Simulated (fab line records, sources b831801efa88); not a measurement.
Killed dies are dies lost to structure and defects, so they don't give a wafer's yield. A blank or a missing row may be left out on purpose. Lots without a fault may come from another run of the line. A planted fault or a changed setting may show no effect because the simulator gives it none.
A struck lot beside a sound one | flow sky130 | 21 steps out of a route of 708
Sound: wafers L943.1, L943.5, L943.6. Struck: wafers L956.1, L956.3, L956.5. The cause comes at the end.
At each step with rows: each side's tool, then ch and its chambers, then its first start. Under that, the readings that differ: sound wafers | struck wafers | difference of the means | sigmas: that difference in standard deviations of wafers without a fault.
alike: readings whose means differ by less than 2 such deviations, and words and numbers that are the same on both sides. not compared: withheld readings, readings that some wafer has no value for, bounds like >300 that may hide the same value, and numbers for which the record gives no deviation and whose values overlap.
The two part at a step that has a row with sigmas, a row that says differs or no value, or rows on one side only. Numbers that don't overlap but have no deviation are shown without sigmas and don't part them. A reading that every wafer of one side lacks parts them only if that side has two wafers or more.

first, 1 step without rows for these wafers: SKY_RES_XHIGH_IMPLANT_07.
SKY_RES_XHIGH_STRIP_08: strips in O2/N2.
  sound on plasma_asher-03 ch 0,1, day 27 03:34; struck on plasma_asher-01 ch 0, day 32 09:52
  alike: drypump_motor_current_A, oes_product_au, strip_time_to_endpoint_s
  not compared: rf_hours_counter_h
SKY_RES_XHIGH_TW_MEAS_09:
  sound on film_metro-03, day 27 03:40; struck on film_metro-03, day 32 09:58
  alike: RES_XHIGH_TW
then, 7 steps without rows for these wafers: SKY_SD_N_DEHYDRATE_00 (time 60 s); SKY_SD_N_HMDS_01 (prime time 60 s); SKY_SD_N_COAT_02 (resist thk 1140 nm); SKY_SD_N_SOFTBAKE_03 (time 60 s); SKY_SD_N_EXPOSE_04 (exposes mask NSDM, target cd 380 nm); SKY_SD_N_PEB_05; SKY_SD_N_DEVELOP_06 (develop time 60 s).
SKY_SD_N_CD_MEAS_07: target cd 380 nm.
  sound on cd_sem-02, day 28 08:26; struck on cd_sem-02, day 33 13:23
  alike: cd_nm
SKY_SD_N_OVL_MEAS_08:
  sound on overlay-01, day 28 08:34; struck on overlay-02, day 33 13:31
  alike: SD_N_OVL
SKY_SD_N_IMPLANT_09:
  sound on implanter-04 ch 0, day 28 08:35; struck on implanter-04 ch 0, day 33 13:32
  reading                          | sound                         | struck                        | difference | sigmas
  beam_on_s (s)                    | 14.5 13.8 13.7                | 10.0 9.9 9.7                  | -4.1       | -3
  dose_ions_cm2                    | 4.006e+15 4.003e+15 4.004e+15 | 1.077e+15 1.081e+15 1.085e+15 | -2.923e+15 | -99 or more
  end_station_pressure_torr (Torr) | 1.7e-05 1.73e-05 1.68e-05     | 1.03e-05 9.5e-06 9.9e-06      | -7.13e-06  | -5
  faraday_current_uA               | 14818 15607 15864             | 5969 6046 6137                | -9379      | -8
then, 1 step without rows for these wafers: SKY_SD_N_IMPLANT_10.
SKY_SD_N_STRIP_11: strips in O2/N2.
  sound on plasma_asher-01 ch 0,1, day 28 08:53; struck on plasma_asher-03 ch 0,1, day 33 13:50
  reading                      | sound             | struck            | difference | sigmas
  oes_product_au (a.u.)        | 0.521 0.527 0.528 | 0.606 0.600 0.592 | +0.074     | +16
  strip_time_to_endpoint_s (s) | 22.52 22.54 22.53 | 18.20 18.20 18.19 | -4.33      | -96
  alike: drypump_motor_current_A
  not compared: rf_hours_counter_h
SKY_SD_N_TW_MEAS_12:
  sound on film_metro-03, day 28 08:59; struck on film_metro-03, day 33 13:56
  reading | sound          | struck         | difference | sigmas
  SD_N_TW | 4001 4026 4022 | 3799 3769 3761 | -240       | -8
then, 1 step without rows for these wafers: SKY_SD_N_CLEAN_13 (cleans in SC1/SC2, time 150 s).
SKY_SD_N_RTA_14: time 2 s.
  sound on rtp_anneal-02 ch 0, day 28 09:07; struck on rtp_anneal-02 ch 0, day 33 14:04
  alike: lamp_power_pct, wafer_temp_C_max
SKY_SD_N_RS_MEAS_16: measures by four-point-probe.
  sound on film_metro-02, day 28 09:17; struck on film_metro-02, day 33 14:14
  reading          | sound             | struck               | difference | sigmas
  SD_N_RS (ohm/sq) | 68.58 68.68 68.63 | 103.72 103.28 103.59 | +34.90     | +99 or more
SKY_SD_N_RS_MEAS_17: measures by four-point-probe.
  sound on film_metro-02, day 28 09:24; struck on film_metro-02, day 33 14:21
  alike: SD_P_RS
-- the record jumps here: 16 days lie between the struck wafers' starts before and after (it left off in module SD_N and takes up again in module PAD_OPEN, whose first step shown is number 708 of the route) --
SKY_PAD_OPEN_PROBE_99:
  sound on prober-02, day 46 05:23; struck on prober-02, day 49 22:17
  reading                                 | sound             | struck            | difference | sigmas
  model.etest.res_ndiff.line_ohm_um       | 778.4 783.1 777.8 | 1033 1040 1051    | +262       |
  model.etest.nfet_g5v0d10v5.r_on_ohm_um  | 1877 1868 1854    | 2135 2128 2127    | +264       |
  model.etest.sonos_uncharged.r_on_ohm_um | 812.3 824.1 795.7 | 992.7 993 969.8   | +174.5     |
  model.etest.licon_ndiff.rc_ohm          | 183.3 182.9 181.5 | 302.8 307.8 292.2 | +118.4     |
  model.etest.nfet_01v8.r_on_ohm_um       | 817 843.3 797.4   | 934.7 940.3 938.1 | +118.5     |
  model.etest.res_ndiff_hv.rs_ohm_sq      | 114.4 114 113.7   | 160.6 157.8 160.1 | +45.5      |
  model.etest.res_ndiff.rs_ohm_sq         | 120.8 120.4 119.3 | 163.1 161.6 162.7 | +42.3      |
  model.etest.nfet_01v8_lvt.drive_ua_um   | 570.2 569.6 591.9 | 525.7 526.2 523.6 | -52.1      |
  alike: killed_at_M0_to_M3, killed_at_M4_up, killed_at_contacts, killed_at_front_end, killed_at_other, killed_dies, killed_on_rim, killed_open, killed_short

WHERE THEY PART
First at SKY_SD_N_IMPLANT_09; last, within this record, at SKY_SD_N_RS_MEAS_16. Later steps at which nothing parts them and some readings are alike: SKY_SD_N_RS_MEAS_17, SKY_PAD_OPEN_PROBE_99.

WHY: what the simulator had put in
Process parameter drift: implanter-04, from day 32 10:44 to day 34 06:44, at SKY_SD_N_IMPLANT_09. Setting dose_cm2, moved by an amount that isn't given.
